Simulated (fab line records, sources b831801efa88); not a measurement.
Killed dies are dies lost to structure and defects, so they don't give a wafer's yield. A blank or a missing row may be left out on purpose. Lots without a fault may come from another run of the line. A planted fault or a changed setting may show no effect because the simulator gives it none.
fab line records | flow sfq_line
record lots=6 wafers=17 last_day=94
route steps=325 shown R5@216 I5@228 C5@240 M6@251
lots that met no fault: from a run of the same line without faults
start_h: hours from the record's first day to the start of the lot's first wafer shown | wait_h: hours since the lot's step before | " the same as in the row above | L1.1+2: a row that stands for several wafers | - no value, or no start given | * or withheld: withheld | < > ~ a bound
route shown NAME@n: a module of which the file shows steps, and the number in the route of the first | usual: mean/standard deviation of fault-free wafers | same: alike in all rows | chamber/n: place in a boat | sites: the reading at each site | _std_site: their standard deviation | _edge_site: outer sites' mean less inner sites' | radius_mm: how far each site lies from the wafer's centre | mask NAME#n: copy n | behind: the tool/chamber that last shaped the wafer | hold: why the lot was held/for how many hours/how that ended | device: the transistor (n, p or np) that didn't switch | end of line: the same wafers' tests at the end of the route | a step without rows: its recipe alone | killed: dies lost to structure and defects at the first sort, not the wafer's yield | map: a wafer's dies, x killed, . not, _ none there
set.NAME: the setting as run; set.NAME@STEP: as run at that earlier step | model.NAME: the simulator's own value behind a step, which no gauge read
lots at some steps of the route; a table a step, a row a wafer
services: from which hour (start_h, from the record's first day; less than 0 if before it) a tool's chamber was out of use, for how many hours, and why
## steps
# step SFQ_R5_THK_MEAS_934
# recipe thk_meas_gauge=xrf reads=MoNx_of_TRILAYER_R5_DEP_SPUTTER_133
# usual R5_MONX_THK=40.0/0.6
# columns lot.wafer tool chamber start_h wait_h R5_MONX_THK[nm]
L391.2 film_metro-01 - 1439.79 0.1 40.7
L391.3 " - " " 41.1
L391.5 " - " " 40.7
L392.2 film_metro-01 - 1548.78 0.1 39.8
L392.3 " - " " 39.8
L392.5 " - " " 39.9
L403.4 film_metro-04 - 1762.15 0.1 40.0
L403.5 " - " " 40.3
L404.1 film_metro-03 - 1770.95 0.1 40.6
L404.2 " - " " 41.4
L404.4 " - " " 40.8
L406.3 film_metro-04 - 1787.94 0.1 40.4
L406.4 " - " " 40.0
L406.5 " - " " 40.0
L409.2 film_metro-01 - 1799.47 0.1 40.4
L409.5 " - " " 40.3
L409.6 " - " " 40.3
# step SFQ_TRILAYER_R5_LITHO_COAT_141
# recipe resist=BARC spin_rpm=3000 resist_thk_nm=62
# step SFQ_TRILAYER_R5_LITHO_COAT_136
# recipe resist=KrF spin_rpm=3000 resist_thk_nm=600
# step SFQ_TRILAYER_R5_LITHO_SOFTBAKE_140
# recipe temp_c=withheld time_s=withheld resist=KrF
# step SFQ_TRILAYER_R5_LITHO_EXPOSE_137
# recipe mask_id=R5 na=0.6 source_shape=conventional sigma_outer=0.65 target_cd_nm=500 dose_mj=14.4
# step SFQ_TRILAYER_R5_LITHO_PEB_139
# recipe peb_temp_c=115 peb_time_s=60 resist=KrF
# step SFQ_TRILAYER_R5_LITHO_DEVELOP_138
# recipe time_s=60 resist=KrF
# step SFQ_R5_OVL_MEAS_935
# usual R5_OVL=0/5.5
# columns lot.wafer tool chamber start_h wait_h R5_OVL[nm]
L391.2 overlay-01 - 1537.40 0.1 1
L391.3 " - " " -9
L391.5 " - " " 1
L392.2 overlay-01 - 1568.17 0.1 -2
L392.3 " - " " 0
L392.5 " - " " 1
L403.4 overlay-02 - 1777.87 0.1 -6
L403.5 " - " " -2
L404.1 overlay-02 - 1785.05 0.1 11
L404.2 " - " " 11
L404.4 " - " " 10
L406.3 overlay-02 - 1792.01 0.1 -5
L406.4 " - " " 1
L406.5 " - " " -1
L409.2 overlay-02 - 1801.94 0.1 -6
L409.5 " - " " 5
L409.6 " - " " 2
# step SFQ_TRILAYER_R5_BARC_OPEN_METAL_ETCH_177
# recipe mask_material=PR chemistry=O2 target_depth_nm=125 target=BARC icp_w=600 bias_w=80 pressure_mtorr=10 time_s=41.7
# step SFQ_TRILAYER_R5_ETCH_METAL_ETCH_139
# recipe stop_on=SiO2 mask_material=PR chemistry=Cl2 target_depth_nm=60 icp_w=600 bias_w=80 pressure_mtorr=10 time_s=40
# usual drypump_motor_current_A=5.6/0.47 oes_product_au=0.992/0.0048 rf_fwd_power_W=595/3.3
# columns lot.wafer tool chamber start_h wait_h drypump_motor_current_A oes_product_au rf_fwd_power_W rf_hours_counter_h
L391.2 rie_metal-03 1 1537.49 0.0 5.8 0.992 585 28
L391.3 " 1 " " 5.8 0.989 588 -
L391.5 " 0 " " 5.5 0.999 601 -
L392.2 rie_metal-02 0 1568.34 0.1 5.3 0.991 594 -
L392.3 " 0 " " 5.3 0.997 594 -
L392.5 " 0 " " 5.3 0.990 595 -
L403.4 rie_metal-03 0 1777.97 0.0 5.5 0.991 597 -
L403.5 " 0 " " 5.5 0.993 596 -
L404.1 rie_metal-02 0 1785.15 0.0 5.3 1.001 596 99
L404.2 " 1 " " 6.4 0.989 596 55
L404.4 " 0 " " 5.3 0.990 595 -
L406.3 rie_metal-02 1 1792.12 0.0 6.4 0.992 601 -
L406.4 " 0 " " 5.3 0.991 596 -
L406.5 " 0 " " 5.3 0.997 594 -
L409.2 rie_metal-02 1 1802.03 0.0 6.4 0.993 600 57
L409.5 " 0 " " 5.3 0.985 596 -
L409.6 " 1 " " 6.4 0.988 596 -
# step SFQ_TRILAYER_R5_STRIP_STRIP_140
# recipe gas=O2 power_w=200 platen_temp_c=40 overash_fraction=0.65 chemistry=O2 pressure_mtorr=50
# usual drypump_motor_current_A=5.6/0.47 oes_product_au=1.003/0.0067
# columns lot.wafer tool chamber start_h wait_h drypump_motor_current_A oes_product_au rf_hours_counter_h
L391.2 rie_metal-03 1 1537.55 0.0 5.8 0.995 28
L391.3 " 1 " " 5.7 0.988 -
L391.5 " 0 " " 5.5 1.008 -
L392.2 rie_metal-02 0 1568.64 0.3 5.3 1.002 -
L392.3 " 0 " " 5.3 1.008 -
L392.5 " 0 " " 5.3 1.008 -
L403.4 rie_metal-03 0 1778.21 0.2 5.5 0.988 -
L403.5 " 0 " " 5.5 1.004 -
L404.1 rie_metal-02 0 1785.21 0.0 5.3 1.002 99
L404.2 " 1 " " 6.4 0.995 55
L404.4 " 0 " " 5.3 1.002 -
L406.3 rie_metal-02 1 1792.36 0.2 6.4 1.005 -
L406.4 " 0 " " 5.3 1.016 -
L406.5 " 0 " " 5.3 1.002 -
L409.2 rie_metal-02 1 1802.09 0.0 6.5 1.001 57
L409.5 " 0 " " 5.3 1.002 -
L409.6 " 1 " " 6.5 1.012 -
# step SFQ_TRILAYER_R5_STRIP_SOLV_CLEAN_141
# recipe chemistry=NMP temp_c=70 time_s=600
# step SFQ_TRILAYER_A5C_DEP_PECVD_142
# recipe material=SiO2 temp_c=150 time_s=15.556 pressure_torr=2.4 rf_w=183.3 precursor=SiH4/N2O target_thk_nm=70
# usual heater_power_w=90/14 rf_fwd_power_W=180.0/0.94 throttle_valve_pct=25.1/2
# columns lot.wafer tool chamber start_h wait_h heater_power_w rf_fwd_power_W since_wet_clean_h throttle_valve_pct model.SiO2_of_TRILAYER_A5C_DEP_PECVD_142.thk_nm
L391.2 pecvd-03 0 1538.32 0.0 108 179.5 208 25.2 68.32
L391.3 " 2 " " 68 180.5 208 23.0 69.41
L391.5 " 0 " " 110 179.2 - 25.5 69.36
L392.2 pecvd-02 1 1569.82 0.0 94 178.1 992 25.7 69.35
L392.3 " 2 " " 107 179.6 - 29.4 71.01
L392.5 " 2 " " 108 179.8 - 29.5 70.55
L403.4 pecvd-03 2 1778.79 0.0 74 181.0 - 23.3 99.07
L403.5 " 0 " " 98 178.7 - 26.8 98.73
L404.1 pecvd-03 1 1786.19 0.0 80 180.7 455 24.1 71.01
L404.2 " 2 " " 78 181.1 455 23.4 70.61
L404.4 " 1 " " 78 180.4 - 24.4 100.2
L406.3 pecvd-01 2 1792.93 0.0 102 180.2 93 22.9 69.73
L406.4 " 2 " " 102 180.9 - 23.0 70.91
L406.5 " 1 " " 107 179.8 - 23.6 70.94
L409.2 pecvd-01 0 1802.86 0.0 68 179.9 103 23.7 69.14
L409.5 " 0 " " 69 180.9 - 24.0 70.83
L409.6 " 2 " " 106 181.0 - 23.2 69.76
# step SFQ_TRILAYER_I5_LITHO_COAT_149
# recipe resist=BARC spin_rpm=3000 resist_thk_nm=62
# step SFQ_TRILAYER_I5_LITHO_COAT_144
# recipe resist=KrF spin_rpm=3000 resist_thk_nm=650
# step SFQ_TRILAYER_I5_LITHO_SOFTBAKE_148
# recipe temp_c=withheld time_s=withheld resist=KrF
# step SFQ_TRILAYER_I5_LITHO_EXPOSE_145
# recipe mask_id=I5 na=0.6 source_shape=conventional sigma_outer=0.65 target_cd_nm=700 dose_mj=21.3
# step SFQ_TRILAYER_I5_LITHO_PEB_147
# recipe peb_temp_c=115 peb_time_s=60 resist=KrF
# step SFQ_TRILAYER_I5_LITHO_DEVELOP_146
# recipe time_s=60 resist=KrF
# step SFQ_I5_OVL_MEAS_936
# usual I5_OVL=2/5.9
# columns lot.wafer tool chamber start_h wait_h I5_OVL[nm]
L391.2 overlay-02 - 1647.82 0.1 8
L391.3 " - " " 3
L391.5 " - " " -6
L392.2 overlay-01 - 1649.89 0.1 -1
L392.3 " - " " -1
L392.5 " - " " 4
L403.4 overlay-02 - 1866.16 0.1 -8
L403.5 " - " " -13
L404.1 overlay-02 - 1880.54 0.1 9
L404.2 " - " " 8
L404.4 " - " " 2
L406.3 overlay-02 - 1889.08 0.1 8
L406.4 " - " " -2
L406.5 " - " " 8
L409.2 overlay-01 - 1901.07 0.1 3
L409.5 " - " " -8
L409.6 " - " " 3
# step SFQ_TRILAYER_I5_BARC_OPEN_VIA_ETCH_200
# recipe mask_material=PR chemistry=O2 target_depth_nm=125 target=BARC source_w=500 bias_w=80 pressure_mtorr=30 time_s=41.7
# step SFQ_TRILAYER_I5_ETCH_VIA_ETCH_147
# recipe stop_on=Nb mask_material=PR chemistry=CHF3 target_depth_nm=360 source_w=500 bias_w=80 pressure_mtorr=30 time_s=withheld
# step SFQ_TRILAYER_I5_STRIP_STRIP_148
# recipe gas=O2 power_w=200 platen_temp_c=40 overash_fraction=0.65 chemistry=O2 pressure_mtorr=50
# usual drypump_motor_current_A=5.33/0.17 oes_product_au=1.003/0.0098
# columns lot.wafer tool chamber start_h wait_h drypump_motor_current_A oes_product_au rf_hours_counter_h
L391.2 rie_metal-04 0 1648.04 - 5.23 0.999 33
L391.3 " 0 " " 5.22 1.010 -
L391.5 " 0 " " 5.26 1.007 -
L392.2 rie_metal-04 0 1650.11 - 5.28 0.995 33
L392.3 " 1 " " 5.18 1.003 -
L392.5 " 1 " " 5.18 0.986 -
L403.4 rie_metal-01 0 1866.57 - 5.36 1.001 -
L403.5 " 1 " " 5.38 1.005 -
L404.1 rie_metal-01 0 1880.77 - 5.35 0.996 108
L404.2 " 1 " " 5.36 1.007 54
L404.4 " 0 " " 5.36 0.996 -
L406.3 rie_metal-03 0 1889.49 - 5.52 1.016 -
L406.4 " 1 " " 5.79 1.011 -
L406.5 " 0 " " 5.51 1.011 -
L409.2 rie_metal-03 1 1901.29 - 5.76 0.996 76
L409.5 " 0 " " 5.46 1.007 -
L409.6 " 1 " " 5.77 1.007 -
# step SFQ_TRILAYER_I5_STRIP_SOLV_CLEAN_149
# recipe chemistry=NMP temp_c=70 time_s=600
# step SFQ_TRILAYER_C5_LITHO_COAT_156
# recipe resist=BARC spin_rpm=3000 resist_thk_nm=62
# step SFQ_TRILAYER_C5_LITHO_COAT_151
# recipe resist=KrF spin_rpm=3000 resist_thk_nm=650
# step SFQ_TRILAYER_C5_LITHO_SOFTBAKE_155
# recipe temp_c=withheld time_s=withheld resist=KrF
# step SFQ_TRILAYER_C5_LITHO_EXPOSE_152
# recipe mask_id=C5 na=0.6 source_shape=conventional sigma_outer=0.65 target_cd_nm=500 dose_mj=21.3
# step SFQ_TRILAYER_C5_LITHO_PEB_154
# recipe peb_temp_c=115 peb_time_s=60 resist=KrF
# step SFQ_TRILAYER_C5_LITHO_DEVELOP_153
# recipe time_s=60 resist=KrF
# step SFQ_C5_OVL_MEAS_937
# usual C5_OVL=0/5.4
# columns lot.wafer tool chamber start_h wait_h C5_OVL[nm]
L391.2 overlay-01 - 1651.09 0.1 -9
L391.3 " - " " -13
L391.5 " - " " -7
L392.2 overlay-01 - 1653.61 0.1 0
L392.3 " - " " 9
L392.5 " - " " -3
L403.4 overlay-01 - 1869.43 0.1 1
L403.5 " - " " 3
L404.1 overlay-02 - 1883.94 0.1 0
L404.2 " - " " -2
L404.4 " - " " -5
L406.3 overlay-02 - 1892.84 0.1 -3
L406.4 " - " " -3
L406.5 " - " " -2
L409.2 overlay-01 - 1904.32 0.1 5
L409.5 " - " " -7
L409.6 " - " " 3
# step SFQ_TRILAYER_C5_BARC_OPEN_VIA_ETCH_210
# recipe mask_material=PR chemistry=O2 target_depth_nm=125 target=BARC source_w=500 bias_w=80 pressure_mtorr=30 time_s=41.7
# usual drypump_motor_current_A=5.4/0.38 oes_product_au=0.685/0.004 rf_fwd_power_W=494.6/2
# columns lot.wafer tool chamber start_h wait_h drypump_motor_current_A oes_product_au rf_fwd_power_W rf_hours_counter_h
L391.2 rie_diel-02 0 1651.12 0.0 5.6 0.682 498.0 16
L391.3 " 1 " " 4.9 0.689 493.0 0
L391.5 " 3 " " 4.9 0.683 493.3 -
L392.2 rie_diel-01 2 1653.64 0.0 6.3 0.689 495.1 15
L392.3 " 3 " " 5.6 0.683 494.0 13
L392.5 " 3 " " 5.6 0.682 492.2 -
L403.4 rie_diel-03 3 1869.45 0.0 5.3 0.686 492.4 1
L403.5 " 0 " " 5.5 0.690 495.8 -
L404.1 rie_diel-03 0 1883.98 0.0 5.6 0.690 496.5 10
L404.2 " 3 " " 5.3 0.683 492.7 1
L404.4 " 3 " " 5.3 0.693 493.2 -
L406.3 rie_diel-02 3 1892.87 0.0 4.9 0.684 491.3 7
L406.4 " 1 " " 4.9 0.681 496.0 -
L406.5 " 0 " " 5.6 0.691 494.3 -
L409.2 rie_diel-02 3 1904.35 0.0 4.9 0.681 497.2 7
L409.5 " 3 " " 4.9 0.691 492.9 -
L409.6 " 0 " " 5.6 0.688 494.4 -
# step SFQ_TRILAYER_C5_ETCH_VIA_ETCH_154
# recipe target=SiO2 mask_material=PR chemistry=CHF3 target_depth_nm=84 source_w=500 bias_w=80 pressure_mtorr=30 time_s=withheld stop_on=Nb
# usual drypump_motor_current_A=5.4/0.38 oes_product_au=0.896/0.0077 rf_fwd_power_W=495.2/1.8
# columns lot.wafer tool chamber start_h wait_h drypump_motor_current_A oes_product_au rf_fwd_power_W model.C5.feature_depth_nm model.etch.depth_nm
L391.2 rie_diel-02 0 1651.16 0.0 5.6 0.884 498.8 68.32 68.32
L391.3 " 1 " " 4.9 0.893 495.6 69.41 69.41
L391.5 " 3 " " 4.9 0.894 494.2 69.36 69.36
L392.2 rie_diel-01 2 1653.68 0.0 6.3 0.893 497.9 69.35 69.35
L392.3 " 3 " " 5.6 0.905 494.8 71.01 71.01
L392.5 " 3 " " 5.6 0.895 494.9 70.55 70.55
L403.4 rie_diel-03 3 1869.49 0.0 5.3 0.985 492.1 81.44 81.44
L403.5 " 0 " " 5.6 1.005 495.1 84.32 84.32
L404.1 rie_diel-03 0 1884.02 0.0 5.6 0.905 496.0 71.01 71.01
L404.2 " 3 " " 5.3 0.891 493.7 70.61 70.61
L404.4 " 3 " " 5.3 0.978 494.9 80.91 80.91
L406.3 rie_diel-02 3 1892.91 0.0 4.9 0.890 495.6 69.73 69.73
L406.4 " 1 " " 4.9 0.910 497.3 70.91 70.91
L406.5 " 0 " " 5.6 0.897 493.2 70.94 70.94
L409.2 rie_diel-02 3 1904.39 0.0 4.9 0.885 493.4 69.14 69.14
L409.5 " 3 " " 4.9 0.891 494.1 70.83 70.83
L409.6 " 0 " " 5.6 0.889 495.1 69.76 69.76
# step SFQ_TRILAYER_C5_STRIP_STRIP_155
# recipe gas=O2 power_w=200 platen_temp_c=40 overash_fraction=0.65 chemistry=O2 pressure_mtorr=50
# usual drypump_motor_current_A=5.6/0.39 oes_product_au=1.004/0.0091
# columns lot.wafer tool chamber start_h wait_h drypump_motor_current_A oes_product_au rf_hours_counter_h
L391.2 rie_metal-02 0 1651.20 - 5.3 1.014 78
L391.3 " 0 " " 5.3 1.020 -
L391.5 " 0 " " 5.3 1.018 -
L392.2 rie_metal-02 1 1653.73 - 6.4 0.994 34
L392.3 " 1 " " 6.4 0.994 -
L392.5 " 0 " " 5.3 1.012 -
L403.4 rie_metal-03 1 1869.73 - 5.8 1.006 -
L403.5 " 0 " " 5.5 1.001 -
L404.1 rie_metal-01 0 1884.06 - 5.4 0.996 108
L404.2 " 1 " " 5.4 1.014 54
L404.4 " 1 " " 5.3 1.007 -
L406.3 rie_metal-03 1 1893.15 - 5.8 1.001 -
L406.4 " 0 " " 5.5 1.007 -
L406.5 " 0 " " 5.5 1.007 -
L409.2 rie_metal-02 1 1904.44 - 6.5 0.998 72
L409.5 " 1 " " 6.5 0.995 -
L409.6 " 0 " " 5.3 0.994 -
# step SFQ_TRILAYER_C5_STRIP_SOLV_CLEAN_156
# recipe chemistry=NMP temp_c=70 time_s=600
# step SFQ_TRILAYER_M6_DEP_PRE_CLEAN_158
# recipe gas=Ar time_s=22.5 bias_v=250
# columns lot.wafer tool chamber start_h wait_h model.SiO2_of_TRILAYER_A5C_DEP_PECVD_142.thk_nm
L391.2 pvd_sputter-05 - 1651.98 0.0 60.82
L391.3 " - " " 61.91
L391.5 " - " " 61.87
L392.2 pvd_sputter-03 - 1654.52 0.0 61.85
L392.3 " - " " 63.51
L392.5 " - " " 63.05
L403.4 pvd_sputter-03 - 1870.32 0.0 91.57
L403.5 " - " " 91.23
L404.1 pvd_sputter-05 - 1884.84 0.0 63.51
L404.2 " - " " 63.11
L404.4 " - " " 92.7
L406.3 pvd_sputter-03 - 1893.73 0.0 62.23
L406.4 " - " " 63.41
L406.5 " - " " 63.44
L409.2 pvd_sputter-03 - 1905.21 0.0 61.64
L409.5 " - " " 63.33
L409.6 " - " " 62.26
# step SFQ_TRILAYER_M6_DEP_SPUTTER_157
# recipe material=Nb base_pressure_pa=1.33e-06 chamber_pressure_pa=0.1333 substrate_temp_c=20 target_thk_nm=200 power_w=2000 time_s=133.3
## services
# columns tool chamber start_h hours kind
rie_metal-01 - 1519.04 4.3 pm
rie_diel-02 0 1520.36 6.7 repair
rie_metal-02 1 1546.70 27.2 repair
rie_diel-03 - 1546.88 2.8 pm
rie_diel-02 - 1552.60 14.6 pm
rie_diel-03 1 1611.66 9.7 repair
rie_metal-01 0 1649.79 3.2 repair
pvd_sputter-03 - 1655.65 0.6 repair
pecvd-03 1 1681.15 3.4 repair
pvd_sputter-03 - 1685.11 5.3 repair
rie_metal-01 0 1704.13 36.8 repair
rie_diel-03 1 1710.62 4.7 repair
rie_diel-02 1 1746.07 10.6 repair
rie_metal-03 - 1758.16 2.8 pm
rie_diel-02 - 1765.66 0.4 repair
pvd_sputter-03 - 1790.22 3.4 repair
rie_diel-03 - 1810.53 0.3 repair
rie_diel-02 3 1821.16 8.9 repair
pecvd-03 - 1824.00 1.2 repair
rie_metal-02 - 1829.42 0.1 repair
rie_diel-02 1 1829.93 1.8 repair
rie_diel-02 2 1835.37 2.3 repair
rie_metal-02 - 1860.86 0.8 repair
rie_diel-02 0 1877.48 3.1 repair
## key
first_sign step=SFQ_TRILAYER_C5_ETCH_VIA_ETCH_154 reading=oes_product_au direction=up sigmas=12 usual=0.896 struck=0.990
effect none on later readings
model_effect step=SFQ_TRILAYER_A5C_DEP_PECVD_142 value=SiO2_of_TRILAYER_A5C_DEP_PECVD_142.thk_nm without=71.35 struck=99.33
model_effect step=SFQ_TRILAYER_C5_ETCH_VIA_ETCH_154 value=C5.feature_depth_nm without=71.35 struck=82.22
model_effect step=SFQ_TRILAYER_M6_DEP_PRE_CLEAN_158 value=SiO2_of_TRILAYER_A5C_DEP_PECVD_142.thk_nm without=63.85 struck=91.83
met_at SFQ_TRILAYER_A5C_DEP_PECVD_142
struck_wafers L403.4,L403.5,L404.4
onset_between 1538.32 1778.79
fault kind=process_parameter_drift tool=pecvd-03 chamber=- onset_h=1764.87 steps=SFQ_TRILAYER_A5C_DEP_PECVD_142 channel=target_thk_nm offset=27.772 shape=step end_h=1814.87 scope=struck_wafers_only acts_in=these_recipes_only stated=70
